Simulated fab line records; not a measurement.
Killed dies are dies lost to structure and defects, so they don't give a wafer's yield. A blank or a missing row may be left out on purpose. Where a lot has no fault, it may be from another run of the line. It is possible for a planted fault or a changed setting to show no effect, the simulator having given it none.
Problem report, 8D (eight disciplines) form, completed by code || flow sky130 || the parts of the form that need people (team, actions taken, sign-off) are left out

== 1. THE ISSUE ==
Across 9 wafers from 3 lots, FIELD_ISO_OXIDATION_00_THK at SKY_FIELD_ISO_THK_MEAS_02 averages 13.90 nm, while fault-free wafers read 12.09 nm with a standard deviation of 0.21. Relative to the usual mean, that is a shift of +8.6 standard deviations.
First seen on wafer L804.1, day 3 00:04, on filmMetro-01. The record has a number at this step for 36 wafers belonging to 12 lots. Rule for "out" (also "out of limits"): further than 4 standard deviations from the usual mean. Any other wafer with a number is counted as sound.

== 2. WHAT IT IS AND WHAT IT IS NOT ==
{"question": "which readings at this step", "is": "FIELD_ISO_OXIDATION_00_THK", "is not": "-"}
{"question": "which lots", "is": "L804, L805, L806", "is not": "L798, L800, L803, L808, L810, L814, L819, L820, L821"}
{"question": "which wafers of those lots", "is": "all that have a number", "is not": "-"}
{"question": "read on which gauges", "is": "filmMetro-01, filmMetro-02, filmMetro-04", "is not": "-"}
{"question": "when", "is": "from day 3 00:04", "is not": "up to then (9 sound wafers); but 18 sound wafers of L808, L810, L814, L819, L820, L821 came after"}

== 3. SUSPECTS, AND WHAT RULES EACH OUT ==
Counting: a tool at a process step up to the reading stays a suspect if it ran every lot that is out and no sound lot after the first of them.
- the gauge at SKY_FIELD_ISO_THK_MEAS_02: ruled out. 3 gauges (filmMetro-01, filmMetro-02, filmMetro-04) read the wafers that are out.
- furnace-02 at SKY_FIELD_ISO_OXIDATION_01 (stabilise 600 s, purge 300 s, target thk 12 nm): kept. All lots that are out passed through it, beginning with L804 at day 2 22:33, and no sound lot followed; its final sound lot before that point was L803 at day 2 11:29.
The count leaves furnace-02 at SKY_FIELD_ISO_OXIDATION_01.

== 4. THE CAUSE (what the simulator had put in) ==
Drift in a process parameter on furnace-02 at SKY_FIELD_ISO_OXIDATION_01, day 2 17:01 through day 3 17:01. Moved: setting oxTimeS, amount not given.
Only this tool survived the counting.

== 5. THE CHAIN OF EFFECTS, in route order ==
Each row: a reading where the mean over the struck wafers with a number is more than 3 standard deviations away from the usual. Readings are gone through only where the record gives a usual standard deviation; hours: the median, over the lots, of the time from a lot's start at the first step in this table giving one to that lot's start at this step; sigmas: the change measured in usual standard deviations.
{"hours": 0, "step": "SKY_FIELD_ISO_THK_MEAS_02", "reading": "FIELD_ISO_OXIDATION_00_THK", "usual": "12.09 nm", "on struck wafers": 13.90, "change": "+1.81", "sigmas": "+8.6"}
At these later measuring or inspecting steps, every struck wafer for which the step has a row has a number for every such reading, and none has moved that far: SKY_NWELL_TW_MEAS_26.

== 6. HOW IT WOULD HAVE BEEN CAUGHT EARLIER ==
The first out-of-limits reading at a measuring or inspecting step in this record came at day 3 00:04, 7 hours after the fault's start at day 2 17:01.
No tool reading at SKY_FIELD_ISO_OXIDATION_01 that has a usual standard deviation in the record was out on any struck wafer, so an alarm limit of 4 standard deviations on those readings would not have fired.
Lots out: 3; of these, L806 started SKY_FIELD_ISO_OXIDATION_01 on furnace-02 after day 3 00:04. A tool hold placed at that time would have kept it from harm.
